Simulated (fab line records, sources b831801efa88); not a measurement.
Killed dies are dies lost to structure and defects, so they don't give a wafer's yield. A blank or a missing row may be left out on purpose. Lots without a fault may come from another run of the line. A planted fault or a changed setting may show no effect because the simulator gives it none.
fab line records | flow sky130
record lots=13 wafers=39 last_day=50
route steps=708 shown LI_CONTACT@386 LOCAL_INTERCONNECT@401 CONTACT@406 PAD_OPEN@708
lots that met no fault: from a run of the same line without faults
start_h: hours from the record's first day to the start of the lot's first wafer shown | wait_h: hours since the lot's step before | " the same as in the row above | L1.1+2: a row that stands for several wafers | - no value, or no start given | * or withheld: withheld | < > ~ a bound
route shown NAME@n: a module of which the file shows steps, and the number in the route of the first | usual: mean/standard deviation of fault-free wafers | same: alike in all rows | chamber/n: place in a boat | sites: the reading at each site | _std_site: their standard deviation | _edge_site: outer sites' mean less inner sites' | radius_mm: how far each site lies from the wafer's centre | mask NAME#n: copy n | behind: the tool/chamber that last shaped the wafer | hold: why the lot was held/for how many hours/how that ended | device: the transistor (n, p or np) that didn't switch | end of line: the same wafers' tests at the end of the route | a step without rows: its recipe alone | killed: dies lost to structure and defects at the first sort, not the wafer's yield | map: a wafer's dies, x killed, . not, _ none there
set.NAME: the setting as run; set.NAME@STEP: as run at that earlier step | model.NAME: the simulator's own value behind a step, which no gauge read
steps of the route over a sample of lots; a table a step, a row a wafer
services: from which hour (start_h, from the record's first day; less than 0 if before it) a tool's chamber was out of use, for how many hours, and why
## steps
# step SKY_LI_CONTACT_CMP_24
# recipe stop_on=PSG t_overpolish_s=20 down_force_psi=3.5 platen_rpm=60 target_thk_nm=0 pad_velocity_m_s=0.94248
# usual head_pressure_psi=3.500/0.0075 motor_current_A=11.8/0.67 overpolish_run_s=20.000/0.0096 time_to_endpoint_s=95/3.9
# columns lot.wafer tool chamber start_h wait_h head_pressure_psi motor_current_A overpolish_run_s time_to_endpoint_s
L379.1 cmp-02 3 687.62 0.1 3.509 12.4 19.996 96
L379.4 " 0 " " 3.494 11.5 19.997 94
L379.6 " 0 " " 3.503 12.7 20.004 92
L380.2 cmp-01 1 701.00 0.0 3.489 11.9 20.002 95
L380.1 " 3 " " 3.496 11.9 20.001 98
L380.5 " 1 " " 3.511 12.7 20.008 92
L381.3 cmp-01 3 708.54 0.0 3.496 12.0 20.017 91
L381.2 " 0 " " 3.503 12.8 19.996 91
L381.5 " 0 " " 3.496 12.4 20.023 88
L382.1 cmp-02 1 711.52 0.1 3.494 11.1 20.011 99
L382.2 " 3 " " 3.506 12.0 20.006 96
L382.6 " 1 " " 3.497 10.7 19.997 99
L383.4 cmp-02 3 722.84 0.1 3.508 11.6 19.997 100
L383.2 " 0 " " 3.495 12.9 19.988 97
L383.1 " 1 " " 3.508 10.9 20.002 100
L393.4 cmp-01 3 806.92 0.0 3.492 12.0 20.002 93
L393.3 " 2 " " 3.492 12.4 19.979 96
L393.5 " 0 " " 3.507 12.0 19.999 92
L394.3 cmp-01 3 816.80 0.0 3.490 12.0 19.987 94
L394.4 " 1 " " 3.501 12.5 19.994 89
L394.6 " 3 " " 3.516 12.1 20.002 89
L395.1 cmp-01 2 817.10 0.3 3.521 11.9 19.999 97
L395.4 " 3 " " 3.500 11.8 20.012 96
L395.5 " 2 " " 3.505 11.8 20.000 97
L396.4 cmp-01 3 818.40 0.4 3.495 12.1 20.004 93
L396.3 " 0 " " 3.490 12.6 20.006 96
L396.5 " 1 " " 3.508 12.4 20.015 92
L398.1 cmp-01 1 836.23 0.1 3.494 12.0 19.997 87
L398.3 " 3 " " 3.500 11.5 20.005 91
L398.5 " 2 " " 3.505 12.6 19.989 95
L399.4 cmp-02 3 847.50 0.1 3.494 11.6 19.991 98
L399.1 " 0 " " 3.506 12.3 19.983 97
L399.6 " 0 " " 3.512 12.5 19.990 98
L400.1 cmp-02 1 861.60 0.2 3.505 11.2 19.999 98
L400.6 " 3 " " 3.496 11.9 19.984 97
L400.5 " 0 " " 3.503 12.6 20.001 97
L401.4 cmp-02 2 868.89 0.1 3.507 10.1 20.003 101
L401.3 " 0 " " 3.497 12.8 20.004 97
L401.5 " 1 " " 3.493 11.0 20.006 97
# step SKY_LOCAL_INTERCONNECT_METAL_ETCH_14
# recipe target_depth_nm=110 stop_on=PSG chemistry=Cl2/BCl3 target=TiN resist_sidewall_deg=88 pressure_mtorr=10 icp_w=900 bias_w=48.5 Cl2_flow_sccm=60 bcl3_flow_sccm=30 time_s=31.4
# usual bias_w=48.52/0.12 drypump_motor_current_A=5.8/0.44 oes_product_au=0.944/0.0097 throttle_valve_pct=21.899/0.011
# same time_s=31.4
# columns lot.wafer tool chamber start_h wait_h bias_w drypump_motor_current_A oes_product_au rf_hours_counter_h throttle_valve_pct
L379.1 rie_metal-04 0 716.46 0.0 48.32 6.8 0.938 13 21.897
L379.4 " 0 " " 48.46 6.8 0.945 - 21.912
L379.6 " 1 " " 48.44 5.6 0.956 - 21.891
L380.1 rie_metal-03 0 728.56 0.1 48.55 5.6 0.938 13 21.904
L380.2 " 0 " " 48.64 5.6 0.951 - 21.890
L380.5 " 0 " " 48.55 5.6 0.941 - 21.883
L381.2 rie_metal-03 0 736.81 0.0 48.57 5.6 0.951 14 21.901
L381.3 " 1 " " 48.51 5.4 0.945 - 21.893
L381.5 " 1 " " 48.55 5.4 0.947 - 21.897
L382.1 rie_metal-04 1 739.51 0.0 48.40 5.6 0.924 16 21.908
L382.2 " 0 " " 48.48 6.8 0.935 14 21.899
L382.6 " 1 " " 48.41 5.6 0.920 - 21.904
L383.1 rie_metal-03 0 750.16 0.0 48.57 5.6 0.932 14 21.922
L383.2 " 1 " " 65.02 5.5 0.935 0 21.913
L383.4 " 1 " " 65.13 5.5 0.938 - 21.923
L393.3 rie_metal-01 0 834.92 0.0 48.57 6.0 0.927 - 21.898
L393.4 " 1 " " 48.62 5.6 0.944 - 21.905
L393.5 " 0 " " 48.54 6.0 0.927 - 21.912
L394.3 rie_metal-03 0 843.28 0.0 48.45 5.6 0.959 - 21.898
L394.4 " 1 " " 48.39 5.5 0.966 - 21.890
L394.6 " 0 " " 48.50 5.6 0.950 - 21.898
L395.1 rie_metal-03 0 843.85 0.0 48.45 5.6 0.935 0 21.917
L395.4 " 0 " " 48.53 5.6 0.930 - 21.906
L395.5 " 1 " " 48.43 5.4 0.932 - 21.918
L396.3 rie_metal-01 1 845.68 0.0 48.44 5.6 0.942 - 21.905
L396.4 " 0 " " 48.79 6.1 0.942 - 21.898
L396.5 " 1 " " 48.55 5.6 0.933 - 21.899
L398.1 rie_metal-03 0 862.56 0.0 48.36 5.7 0.951 1 21.893
L398.3 " 1 " " 48.43 5.5 0.966 - 21.883
L398.5 " 0 " " 48.53 5.7 0.955 - 21.911
L399.1 rie_metal-03 0 874.31 0.0 48.53 5.6 0.965 1 21.887
L399.4 " 1 " " 48.46 5.5 0.953 - 21.894
L399.6 " 0 " " 48.57 5.6 0.961 - 21.889
L400.1 rie_metal-03 0 888.35 0.0 48.46 5.6 0.955 2 21.899
L400.5 " 0 " " 48.52 5.6 0.953 - 21.888
L400.6 " 1 " " 48.41 5.4 0.938 - 21.909
L401.3 rie_metal-01 0 895.01 0.1 48.50 6.1 0.952 - 21.888
L401.4 " 0 " " 48.75 6.1 0.953 - 21.906
L401.5 " 0 " " 48.40 6.1 0.951 - 21.888
# step SKY_CONTACT_CVD_00
# recipe material=Si3N4 target_thk_nm=75 temp_c=400 time_s=withheld rf_w=450
# usual heater_power_w=681/94
# columns lot.wafer tool chamber start_h wait_h heater_power_w
L379.1 pecvd-04 0 717.10 0.0 609
L379.4 " 1 " " 609
L379.6 " 0 " " 595
L380.1 pecvd-03 0 729.26 0.0 666
L380.2 " 2 " " 587
L380.5 " 2 " " 592
L381.2 pecvd-04 0 737.45 0.0 645
L381.3 " 2 " " 710
L381.5 " 0 " " 652
L382.1 pecvd-04 2 740.15 0.0 657
L382.2 " 1 " " 654
L382.6 " 0 " " 654
L383.1 pecvd-02 0 750.82 0.0 859
L383.2 " 2 " " 736
L383.4 " 0 " " 868
L393.3 pecvd-04 2 835.56 0.0 693
L393.4 " 2 " " 709
L393.5 " 1 " " 647
L394.3 pecvd-04 2 843.90 0.0 635
L394.4 " 2 " " 639
L394.6 " 1 " " 550
L395.1 pecvd-03 0 844.50 0.0 593
L395.4 " 0 " " 581
L395.5 " 2 " " 610
L396.3 pecvd-02 2 846.33 0.0 745
L396.4 " 2 " " 765
L396.5 " 0 " " 816
L398.1 pecvd-04 0 863.20 0.0 677
L398.3 " 1 " " 637
L398.5 " 0 " " 665
L399.1 pecvd-02 1 874.96 0.0 657
L399.4 " 0 " " 848
L399.6 " 1 " " 660
L400.1 pecvd-04 0 889.00 0.0 643
L400.5 " 2 " " 637
L400.6 " 0 " " 635
L401.3 pecvd-03 1 895.74 0.0 794
L401.4 " 1 " " 842
L401.5 " 0 " " 646
# step SKY_CONTACT_THK_MEAS_01
# recipe reads=Si3N4_of_CONTACT_CVD_00
# usual CONTACT_CVD_00_THK=75.2/1.1
# columns lot.wafer tool chamber start_h wait_h CONTACT_CVD_00_THK[nm]
L379.1 film_metro-01 - 717.13 - 74.0
L379.4 " - " " 74.8
L379.6 " - " " 76.0
L380.1 film_metro-04 - 729.29 - 75.7
L380.2 " - " " 73.0
L380.5 " - " " 74.9
L381.2 film_metro-04 - 737.50 - 74.6
L381.3 " - " " 75.3
L381.5 " - " " 76.2
L382.1 film_metro-01 - 740.19 - 76.3
L382.2 " - " " 75.1
L382.6 " - " " 76.7
L383.1 film_metro-01 - 750.85 - 76.7
L383.2 " - " " 74.6
L383.4 " - " " 78.3
L393.3 film_metro-02 - 835.61 - 75.6
L393.4 " - " " 76.5
L393.5 " - " " 75.7
L394.3 film_metro-04 - 843.96 - 73.8
L394.4 " - " " 76.2
L394.6 " - " " 75.2
L395.1 film_metro-04 - 844.53 - 75.6
L395.4 " - " " 76.5
L395.5 " - " " 76.3
L396.3 film_metro-02 - 846.39 - 75.3
L396.4 " - " " 75.8
L396.5 " - " " 76.9
L398.1 film_metro-02 - 863.24 - 74.6
L398.3 " - " " 75.0
L398.5 " - " " 75.0
L399.1 film_metro-02 - 874.99 - 73.6
L399.4 " - " " 76.9
L399.6 " - " " 75.9
L400.1 film_metro-02 - 889.03 - 75.2
L400.5 " - " " 76.1
L400.6 " - " " 76.4
L401.3 film_metro-01 - 895.79 - 73.7
L401.4 " - " " 76.2
L401.5 " - " " 77.4
# step SKY_PAD_OPEN_PROBE_99
# usual killed_at_M0_to_M3=43/6.8 killed_at_M4_up=3.3/2.1 killed_at_contacts=24/5 killed_at_front_end=15/4.4 killed_at_other=0.3/0.57 killed_dies=86/9.7 killed_open=47/7.3 killed_short=39/6.1
# same gross_dies=492 killed_at_back_side=0
# columns lot.wafer tool chamber start_h wait_h killed_at_M0_to_M3 killed_at_M4_up killed_at_contacts killed_at_front_end killed_at_other killed_dies killed_open killed_short
L379.1 prober-01 - 1082.90 0.1 41 2 22 8 1 74 31 43
L379.4 prober-01 - 1083.05 0.2 39 5 28 16 1 89 53 34
L379.6 prober-01 - 1083.15 0.2 35 4 30 11 0 80 47 33
L380.1 prober-02 - 1093.67 0.1 40 2 16 17 0 75 36 39
L380.2 prober-02 - 1093.72 0.1 54 3 22 11 0 90 42 48
L380.5 prober-02 - 1093.87 0.2 43 5 20 13 0 81 50 31
L381.2 prober-01 - 1103.26 0.1 44 3 22 18 1 88 54 32
L382.1 prober-02 - 1103.59 0.1 43 1 22 19 0 85 41 43
L382.2 prober-02 - 1103.64 0.1 47 1 20 11 0 79 41 37
L382.6 prober-02 - 1103.84 0.2 38 7 29 13 0 87 39 48
L383.1 prober-01 - 1113.21 0.1 38 9 22 15 0 84 45 39
L383.2 prober-01 - 1113.26 0.1 44 5 31 14 0 94 55 39
L383.4 prober-01 - 1113.36 0.2 45 1 28 9 0 83 48 35
L393.3 prober-01 - 1169.28 0.2 49 5 23 20 1 98 51 46
L393.4 prober-01 - 1169.33 0.2 55 2 23 18 2 100 52 47
L393.5 prober-01 - 1169.38 0.2 41 1 28 15 0 85 56 29
L394.3 prober-02 - 1175.46 0.2 52 6 20 18 0 96 53 43
L394.4 prober-02 - 1175.51 0.2 52 6 22 9 0 89 44 45
L394.6 prober-02 - 1175.61 0.2 27 1 20 22 0 70 48 22
L395.1 prober-01 - 1175.63 0.1 55 2 22 18 0 97 44 52
L395.4 prober-01 - 1175.78 0.2 37 2 15 12 1 67 33 33
L395.5 prober-01 - 1175.83 0.2 46 4 25 18 1 94 58 36
L396.3 prober-02 - 1176.96 0.2 34 6 19 12 0 71 40 30
L396.4 prober-02 - 1177.01 0.2 39 3 27 14 1 84 38 45
L396.5 prober-02 - 1177.06 0.2 39 5 21 12 0 77 36 40
L398.1 prober-02 - 1186.71 0.1 48 7 19 20 1 95 50 45
L398.3 prober-02 - 1186.81 0.2 37 2 21 11 0 71 46 25
L398.5 prober-02 - 1186.91 0.2 39 5 18 18 0 80 44 36
L399.1 prober-01 - 1195.15 0.1 44 1 25 13 0 83 42 40
L399.4 prober-01 - 1195.30 0.2 43 8 20 10 0 81 47 32
L399.6 prober-01 - 1195.40 0.2 45 1 29 24 1 100 57 43
L400.1 prober-02 - 1204.03 0.1 41 6 27 19 0 93 58 35
L400.5 prober-02 - 1204.23 0.2 46 0 18 14 0 78 44 34
L400.6 prober-02 - 1204.28 0.2 58 5 20 16 0 99 49 50
L401.3 prober-01 - 1206.56 0.2 54 6 31 21 1 113 71 41
L401.4 prober-01 - 1206.61 0.2 46 2 22 24 0 94 50 44
L401.5 prober-01 - 1206.66 0.2 36 3 39 15 1 94 51 42
# killed by level:class
L379.1 CONTACT:geometric_particle:open=9 VIA3:geometric_particle:open=9 METAL1:geometric_particle:short=7 METAL2:geometric_particle:short=6 VIA1:geometric_particle:short=5 VIA1:geometric_particle:open=5 VIA3:geometric_particle:short=4 FIELD_ISO:geometric_particle:short=3
L379.4 VIA1:geometric_particle:open=13 CONTACT:geometric_particle:open=9 VIA2:geometric_particle:open=8 LI_CONTACT:geometric_particle:open=7 SPACER:geometric_particle:open=5 METAL1:geometric_particle:short=5 METAL4:geometric_particle:short=5 CONTACT:geometric_particle:short=4
L379.6 CONTACT:geometric_particle:open=10 LI_CONTACT:geometric_particle:open=8 VIA1:geometric_particle:open=7 CONTACT:geometric_particle:short=6 VIA3:geometric_particle:open=5 METAL2:geometric_particle:short=4 VIA2:geometric_particle:open=4 FIELD_ISO:geometric_particle:short=3
L380.1 METAL1:geometric_particle:short=9 VIA3:geometric_particle:open=6 FIELD_ISO:geometric_particle:open=5 FIELD_ISO:geometric_particle:short=5 LI_CONTACT:geometric_particle:open=5 VIA1:geometric_particle:open=5 METAL2:geometric_particle:short=5 LOCAL_INTERCONNECT:geometric_particle:short=4
L380.2 VIA1:geometric_particle:open=14 METAL1:geometric_particle:short=9 LOCAL_INTERCONNECT:geometric_particle:short=7 CONTACT:geometric_particle:open=7 VIA1:geometric_particle:short=5 METAL2:geometric_particle:short=5 VIA2:geometric_particle:open=5 FIELD_ISO:geometric_particle:short=4
L380.5 VIA1:geometric_particle:open=13 CONTACT:geometric_particle:open=9 POLY_GATE:geometric_particle:open=6 VIA3:geometric_particle:open=6 LOCAL_INTERCONNECT:geometric_particle:short=5 METAL1:geometric_particle:short=5 VIA2:geometric_particle:open=5 METAL4:geometric_particle:short=3
L381.2 VIA1:geometric_particle:open=10 VIA2:geometric_particle:open=7 VIA3:geometric_particle:open=7 FIELD_ISO:geometric_particle:short=6 LI_CONTACT:geometric_particle:open=6 CONTACT:geometric_particle:open=6 FIELD_ISO:geometric_particle:open=5 LOCAL_INTERCONNECT:geometric_particle:short=5
L382.1 VIA3:geometric_particle:open=11 CONTACT:geometric_particle:open=8 LI_CONTACT:geometric_particle:open=5 CONTACT:geometric_particle:short=5 METAL1:geometric_particle:short=5 VIA1:geometric_particle:short=5 METAL3:geometric_particle:short=5 POLY_GATE:geometric_particle:open=4
L382.2 VIA1:geometric_particle:open=12 METAL1:geometric_particle:short=6 VIA2:geometric_particle:open=6 VIA3:geometric_particle:open=6 CONTACT:geometric_particle:open=5 LI_CONTACT:geometric_particle:open=5 LOCAL_INTERCONNECT:geometric_particle:short=5 VIA3:geometric_particle:short=5
L382.6 CONTACT:geometric_particle:open=13 CONTACT:geometric_particle:short=7 VIA1:geometric_particle:open=7 VIA2:geometric_particle:open=7 VIA3:geometric_particle:short=7 FIELD_ISO:geometric_particle:short=5 METAL4:geometric_particle:short=5 POLY_GATE:geometric_particle:short=4
L383.1 CONTACT:geometric_particle:open=9 METAL2:geometric_particle:short=7 VIA1:geometric_particle:open=7 LI_CONTACT:geometric_particle:open=5 POLY_GATE:geometric_particle:open=5 METAL4:geometric_particle:short=5 METAL1:geometric_particle:short=5 FIELD_ISO:geometric_particle:open=4
L383.2 LI_CONTACT:geometric_particle:open=15 CONTACT:geometric_particle:open=10 METAL1:geometric_particle:short=10 VIA1:geometric_particle:open=8 METAL2:geometric_particle:short=6 VIA2:geometric_particle:open=6 POLY_GATE:geometric_particle:short=5 POLY_GATE:geometric_particle:open=4
L383.4 CONTACT:geometric_particle:open=12 VIA1:geometric_particle:open=10 VIA2:geometric_particle:open=8 LI_CONTACT:geometric_particle:open=6 METAL1:geometric_particle:short=6 CONTACT:geometric_particle:short=4 VIA1:geometric_particle:short=4 VIA2:geometric_particle:short=4
L393.3 VIA1:geometric_particle:open=15 CONTACT:geometric_particle:open=7 FIELD_ISO:geometric_particle:open=6 LI_CONTACT:geometric_particle:open=6 METAL1:geometric_particle:short=6 METAL2:geometric_particle:short=5 VIA2:geometric_particle:short=5 FIELD_ISO:geometric_particle:short=4
L393.4 VIA1:geometric_particle:open=13 LI_CONTACT:geometric_particle:open=9 METAL2:geometric_particle:short=9 METAL1:geometric_particle:short=8 POLY_GATE:geometric_particle:open=7 VIA3:geometric_particle:open=7 CONTACT:geometric_particle:open=6 METAL3:geometric_particle:short=6
L393.5 CONTACT:geometric_particle:open=14 VIA3:geometric_particle:open=13 LI_CONTACT:geometric_particle:open=9 FIELD_ISO:geometric_particle:short=4 POLY_CUT:geometric_particle:open=4 METAL1:geometric_particle:short=4 VIA1:geometric_particle:open=4 VIA2:geometric_particle:short=4
L394.3 VIA3:geometric_particle:open=13 VIA1:geometric_particle:open=8 VIA2:geometric_particle:open=7 VIA1:geometric_particle:short=7 LI_CONTACT:geometric_particle:open=6 POLY_GATE:geometric_particle:short=6 CONTACT:geometric_particle:open=6 METAL4:geometric_particle:short=5
L394.4 VIA1:geometric_particle:open=11 LI_CONTACT:geometric_particle:open=8 VIA3:geometric_particle:short=8 VIA3:geometric_particle:open=7 METAL4:geometric_particle:short=6 CONTACT:geometric_particle:short=5 VIA2:geometric_particle:open=5 METAL2:geometric_particle:short=4
L394.6 CONTACT:geometric_particle:open=12 FIELD_ISO:geometric_particle:open=8 VIA3:geometric_particle:open=8 VIA1:geometric_particle:open=8 POLY_GATE:geometric_particle:short=5 POLY_GATE:geometric_particle:open=4 LI_CONTACT:geometric_particle:open=4 FIELD_ISO:geometric_particle:short=3
L395.1 VIA1:geometric_particle:open=13 VIA1:geometric_particle:short=7 LOCAL_INTERCONNECT:geometric_particle:short=7 METAL1:geometric_particle:short=6 VIA2:geometric_particle:open=6 FIELD_ISO:geometric_particle:open=5 LI_CONTACT:geometric_particle:open=5 VIA3:geometric_particle:open=5
L395.4 VIA1:geometric_particle:open=7 METAL2:geometric_particle:short=7 METAL1:geometric_particle:short=6 VIA3:geometric_particle:open=5 LI_CONTACT:geometric_particle:open=5 CONTACT:geometric_particle:open=5 POLY_GATE:geometric_particle:short=3 VIA2:geometric_particle:open=3
L395.5 CONTACT:geometric_particle:open=13 VIA1:geometric_particle:open=11 LI_CONTACT:geometric_particle:open=7 VIA3:geometric_particle:open=6 VIA2:geometric_particle:open=6 VIA1:geometric_particle:short=5 POLY_GATE:geometric_particle:open=4 POLY_GATE:geometric_particle:short=4
L396.3 LI_CONTACT:geometric_particle:open=8 VIA3:geometric_particle:open=7 CONTACT:geometric_particle:open=6 VIA2:geometric_particle:open=5 POLY_GATE:geometric_particle:short=4 VIA1:geometric_particle:open=4 VIA2:geometric_particle:short=4 METAL1:geometric_particle:short=3
L396.4 VIA1:geometric_particle:open=14 CONTACT:geometric_particle:short=10 METAL1:geometric_particle:short=6 CONTACT:geometric_particle:open=6 POLY_GATE:geometric_particle:open=5 LI_CONTACT:geometric_particle:short=4 METAL2:geometric_particle:short=4 VIA2:geometric_particle:short=4
L396.5 CONTACT:geometric_particle:open=8 VIA1:geometric_particle:short=7 LI_CONTACT:geometric_particle:open=6 METAL1:geometric_particle:short=5 METAL4:geometric_particle:short=5 VIA3:geometric_particle:open=5 LOCAL_INTERCONNECT:geometric_particle:short=4 VIA1:geometric_particle:open=4
L398.1 VIA1:geometric_particle:open=11 CONTACT:geometric_particle:open=8 METAL4:geometric_particle:short=7 METAL1:geometric_particle:short=7 VIA2:geometric_particle:open=7 POLY_GATE:geometric_particle:short=6 VIA3:geometric_particle:open=6 VIA1:geometric_particle:short=5
L398.3 CONTACT:geometric_particle:open=9 VIA2:geometric_particle:open=9 VIA1:geometric_particle:open=7 LI_CONTACT:geometric_particle:open=6 METAL1:geometric_particle:short=4 VIA3:geometric_particle:open=4 METAL2:geometric_particle:short=3 POLY_GATE:geometric_particle:open=3
L398.5 VIA1:geometric_particle:open=16 LI_CONTACT:geometric_particle:open=6 CONTACT:geometric_particle:open=6 FIELD_ISO:geometric_particle:short=5 POLY_GATE:geometric_particle:open=5 POLY_GATE:geometric_particle:short=5 METAL1:geometric_particle:short=4 VIA2:geometric_particle:open=4
L399.1 CONTACT:geometric_particle:open=8 VIA2:geometric_particle:open=8 METAL2:geometric_particle:short=7 METAL1:geometric_particle:short=6 LOCAL_INTERCONNECT:geometric_particle:short=6 VIA1:geometric_particle:open=6 POLY_GATE:geometric_particle:open=5 LI_CONTACT:geometric_particle:open=5
L399.4 VIA1:geometric_particle:open=12 CONTACT:geometric_particle:open=11 METAL4:geometric_particle:short=6 VIA3:geometric_particle:open=6 METAL1:geometric_particle:short=4 VIA2:geometric_particle:open=4 METAL2:geometric_particle:open=3 POLY_GATE:geometric_particle:short=3
L399.6 CONTACT:geometric_particle:open=10 VIA1:geometric_particle:open=10 METAL3:geometric_particle:short=8 VIA3:geometric_particle:open=7 FIELD_ISO:geometric_particle:open=6 CONTACT:geometric_particle:short=6 POLY_GATE:geometric_particle:open=5 LI_CONTACT:geometric_particle:open=5
L400.1 CONTACT:geometric_particle:open=10 VIA2:geometric_particle:open=10 VIA1:geometric_particle:open=10 LI_CONTACT:geometric_particle:open=8 VIA3:geometric_particle:open=6 METAL4:geometric_particle:short=6 FIELD_ISO:geometric_particle:open=4 POLY_GATE:geometric_particle:open=4
L400.5 VIA3:geometric_particle:open=10 VIA2:geometric_particle:open=9 VIA1:geometric_particle:open=9 LI_CONTACT:geometric_particle:open=6 LOCAL_INTERCONNECT:geometric_particle:short=5 VIA1:geometric_particle:short=5 POLY_GATE:geometric_particle:open=4 METAL1:geometric_particle:short=4
L400.6 VIA1:geometric_particle:open=11 CONTACT:geometric_particle:open=9 METAL1:geometric_particle:short=9 VIA3:geometric_particle:open=9 VIA2:geometric_particle:open=7 VIA1:geometric_particle:short=6 METAL3:geometric_particle:short=5 FIELD_ISO:geometric_particle:open=4
L401.3 VIA1:geometric_particle:open=14 LI_CONTACT:geometric_particle:open=12 CONTACT:geometric_particle:open=11 VIA2:geometric_particle:open=10 VIA3:geometric_particle:open=7 METAL1:geometric_particle:short=7 FIELD_ISO:geometric_particle:short=6 POLY_GATE:geometric_particle:short=6
L401.4 VIA1:geometric_particle:open=9 CONTACT:geometric_particle:open=7 POLY_GATE:geometric_particle:open=7 LI_CONTACT:geometric_particle:open=6 METAL1:geometric_particle:short=6 METAL2:geometric_particle:short=6 FIELD_ISO:geometric_particle:short=5 VIA1:geometric_particle:short=5
L401.5 CONTACT:geometric_particle:open=16 CONTACT:geometric_particle:short=10 VIA2:geometric_particle:open=7 VIA1:geometric_particle:open=6 VIA2:geometric_particle:short=6 LI_CONTACT:geometric_particle:open=5 VIA3:geometric_particle:short=5 POLY_GATE:geometric_particle:open=4
## services
# columns tool chamber start_h hours kind
cmp-02 - 675.43 0.6 repair
pecvd-03 - 699.86 2.8 pm
pecvd-02 1 713.95 5.5 repair
cmp-01 - 714.42 2.3 repair
cmp-02 - 726.80 4.5 pm
pecvd-02 - 730.48 19.8 repair
cmp-01 - 734.23 0.7 repair
cmp-01 - 734.71 1.6 repair
cmp-01 - 738.10 5.7 pm
cmp-01 - 744.06 4.0 pm
pecvd-04 1 745.46 3.6 repair
cmp-02 - 763.27 5.4 pm
cmp-02 - 771.91 4.4 repair
pecvd-02 2 776.83 6.0 repair
rie_metal-03 - 805.21 2.6 repair
pecvd-03 1 819.90 7.7 repair
cmp-01 - 828.70 3.0 repair
cmp-02 - 834.26 0.9 repair
rie_metal-03 - 848.11 0.2 repair
cmp-02 - 849.20 1.7 repair
cmp-01 - 853.24 22.5 repair
pecvd-03 - 878.05 0.6 repair
cmp-01 - 884.82 0.6 repair
cmp-01 - 892.58 1.4 repair
## key
first_sign step=SKY_LOCAL_INTERCONNECT_METAL_ETCH_14 reading=bias_w direction=up sigmas=99+ usual=48.52 struck=65.08
effect none on later readings
met_at SKY_LOCAL_INTERCONNECT_METAL_ETCH_14
struck_lots L383
struck_wafers L383.2,L383.4
tester_left_out L383
not_acting_at SKY_LI_CONTACT_CMP_24,SKY_CONTACT_CVD_00,SKY_CONTACT_THK_MEAS_01
onset_between 736.81 750.16
fault kind=process_parameter_drift tool=rie_metal-03 chamber=1 onset_h=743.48 steps=SKY_LOCAL_INTERCONNECT_METAL_ETCH_14 channel=bias_w offset=16.521 shape=step end_h=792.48 acts_in=these_recipes_only stated=48.5
# tester_left_out: of these lots the tester's yield and bins aren't shown, on N5 and GAA mostly nor the transistor test; their killed dies are dies lost to structure and defects alone, not to doping, threshold or leakage, so they don't give the yield
